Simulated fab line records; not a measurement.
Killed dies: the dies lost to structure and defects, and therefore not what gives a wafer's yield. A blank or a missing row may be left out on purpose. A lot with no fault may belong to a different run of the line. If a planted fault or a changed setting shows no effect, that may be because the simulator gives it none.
Struck lot and sound lot, side by side ; flow gf180mcu ; 44 out of 602 route steps
Sound: the wafers L231.3, L231.5, L231.6. Wafers struck: L239.1, L239.2, L239.5. Last of all comes the cause.
Each step with rows lists, per side, the tool, then ch with its chambers, then its first start. Under that, the readings that differ: sound wafers ; struck wafers ; difference of the means ; sigmas: that difference in standard deviations of wafers without a fault.
alike: words and numbers the same on both sides, and readings whose means are apart by under 2 such deviations; not compared: readings that were withheld, readings missing a value for some wafer, numbers with overlapping values and no deviation given by the record, and bounds like >300 which may hide the same value.
Wherever a step has rows on one side only, a row that says differs or no value, or a row with sigmas, the two part there. Non-overlapping numbers with no deviation appear without sigmas and do not part them. Lack of a reading on every wafer of one side parts them only where that side has two or more wafers.

first, 5 steps without rows for these wafers: GF_MVPSD_COAT_02 (resist thk 3000 nm); GF_MVPSD_SOFTBAKE_03; GF_MVPSD_EXPOSE_04 (exposes mask MVPSD, target cd 1000 nm); GF_MVPSD_PEB_05; GF_MVPSD_DEVELOP_06 (develop time 60 s).
GF_MVPSD_OVL_MEAS_07:
  sound on overlay-01, day 6 10:30; struck on overlay-02, day 8 10:05
  alike: MVPSD_OVL
then, 2 steps without rows for these wafers: GF_MVPSD_IMPLANT_08; GF_MVPSD_IMPLANT_09.
GF_MVPSD_STRIP_10: strips in O2/N2.
  sound on plasma-asher-03 ch 0,1, day 6 10:51; struck on plasma-asher-04 ch 0,1, day 8 10:25
reading;sound;struck;difference;sigmas
drypump-motor-current-A (A);5.4 5.9 5.4;6.7 6.6 6.6;+1.1;+2
  alike: heater-power-w, oes-product-au, strip-time-to-endpoint-s
  not compared: rf-hours-counter-h
GF_MVPSD_TW_MEAS_11:
  sound on film-metro-04, day 6 10:56; struck on film-metro-02, day 8 10:31
  alike: MVPSD_TW
then, 2 steps without rows for these wafers: GF_VT_IMPLANT_DEHYDRATE_00 (time 60 s); GF_VT_IMPLANT_HMDS_01 (prime time 60 s).
GF_VT_IMPLANT_COAT_02: resist thk 1000 nm.
  struck on litho-track-02, day 8 18:17; sound on litho-track-02 ch 0, day 6 17:59
  no value came back on the struck wafers for chill-plate-temp-C (C), dispense-pressure-kPa (kPa); on the sound wafers chill-plate-temp-C (C) reads 23.05 23.10 23.03
then, 4 steps without rows for these wafers: GF_VT_IMPLANT_SOFTBAKE_03 (time 60 s); GF_VT_IMPLANT_EXPOSE_04 (exposes mask LVPWELL LV AREA, target cd 600 nm); GF_VT_IMPLANT_PEB_05; GF_VT_IMPLANT_DEVELOP_06 (develop time 60 s).
GF_VT_IMPLANT_OVL_MEAS_07:
  sound on overlay-01, day 7 01:51; struck on overlay-01, day 9 02:59
reading;sound;struck;difference;sigmas
VT_IMPLANT_OVL (nm);2.3 3.2 2.3;- - -;no value on the struck wafers;
after that, 1 step had no rows for these wafers: GF_VT_IMPLANT_IMPLANT_08.
GF_VT_IMPLANT_STRIP_09: strips in O2/N2.
  sound on plasma-asher-02 ch 0,1, day 7 02:04; struck on plasma-asher-03 ch 0,1, day 9 03:11
  no value came back on the struck wafers for oes-product-au (a.u.), strip-time-to-endpoint-s (s); on the sound wafers oes-product-au (a.u.) reads 0.712 0.713 0.711
  alike: drypump-motor-current-A, heater-power-w
  not compared: rf-hours-counter-h
GF_VT_IMPLANT_TW_MEAS_10:
  sound on film-metro-03, day 7 02:08; struck on film-metro-03, day 9 03:17
  alike: VT_IMPLANT_TW
then, 7 steps without rows for these wafers: GF_VT_IMPLANT_DEHYDRATE_11 (time 60 s); GF_VT_IMPLANT_HMDS_12 (prime time 60 s); GF_VT_IMPLANT_COAT_13 (resist thk 1000 nm); GF_VT_IMPLANT_SOFTBAKE_14 (time 60 s); GF_VT_IMPLANT_EXPOSE_15 (exposes mask Nwell LV AREA, target cd 860 nm); GF_VT_IMPLANT_PEB_16; GF_VT_IMPLANT_DEVELOP_17 (develop time 60 s).
GF_VT_IMPLANT_OVL_MEAS_18:
  sound on overlay-01, day 7 17:27; struck on overlay-02, day 9 20:02
  alike: VT_IMPLANT_01_OVL
after that, 1 step had no rows for these wafers: GF_VT_IMPLANT_IMPLANT_19.
GF_VT_IMPLANT_STRIP_20: strips in O2/N2.
  sound on plasma-asher-01 ch 0,1, day 7 17:39; struck on plasma-asher-03 ch 0,1, day 9 20:13
reading;sound;struck;difference;sigmas
strip-time-to-endpoint-s (s);12.69 12.66 12.65;12.56 12.57 12.58;-0.10;-3
  alike: drypump-motor-current-A, heater-power-w, oes-product-au
  not compared: rf-hours-counter-h
GF_VT_IMPLANT_TW_MEAS_21:
  sound on film-metro-03, day 7 17:44; struck on film-metro-03, day 9 20:19
reading;sound;struck;difference;sigmas
VT_IMPLANT_2_TW;1200 1196 1193;1236 1228 1230;+35;+3
  not compared: hold
then, 7 steps without rows for these wafers: GF_VT_IMPLANT_DEHYDRATE_22 (time 60 s); GF_VT_IMPLANT_HMDS_23 (prime time 60 s); GF_VT_IMPLANT_COAT_24 (resist thk 1000 nm); GF_VT_IMPLANT_SOFTBAKE_25 (time 60 s); GF_VT_IMPLANT_EXPOSE_26 (exposes mask LVPWELL HV AREA, target cd 860 nm); GF_VT_IMPLANT_PEB_27; GF_VT_IMPLANT_DEVELOP_28 (develop time 60 s).
GF_VT_IMPLANT_OVL_MEAS_29:
  sound on overlay-01, day 8 09:57; struck on overlay-01, day 10 14:08
  alike: VT_IMPLANT_02_OVL
after that, 1 step had no rows for these wafers: GF_VT_IMPLANT_IMPLANT_30.
GF_VT_IMPLANT_STRIP_31: strips in O2/N2.
  sound on plasma-asher-01 ch 0,1, day 8 10:10; struck on plasma-asher-03 ch 0,1, day 10 14:20
  alike: drypump-motor-current-A, heater-power-w, oes-product-au, strip-time-to-endpoint-s
  not compared: rf-hours-counter-h
GF_VT_IMPLANT_TW_MEAS_32:
  sound on film-metro-04, day 8 10:15; struck on film-metro-03, day 10 14:40
reading;sound;struck;difference;sigmas
VT_IMPLANT_3_TW;269.8 271.1 270.6;573.7 573.1 571.3;+302.2;+99 or more
  not compared: hold
GF_PASSIVATION_PROBE_99:
  rows exist in the record for the sound wafers here (prober-01, day 30 20:49), none for the struck ones

WHERE THEY PART
Last at GF_PASSIVATION_PROBE_99 as far as this record goes, first at GF_MVPSD_STRIP_10.

WHY: whatever the simulator had introduced
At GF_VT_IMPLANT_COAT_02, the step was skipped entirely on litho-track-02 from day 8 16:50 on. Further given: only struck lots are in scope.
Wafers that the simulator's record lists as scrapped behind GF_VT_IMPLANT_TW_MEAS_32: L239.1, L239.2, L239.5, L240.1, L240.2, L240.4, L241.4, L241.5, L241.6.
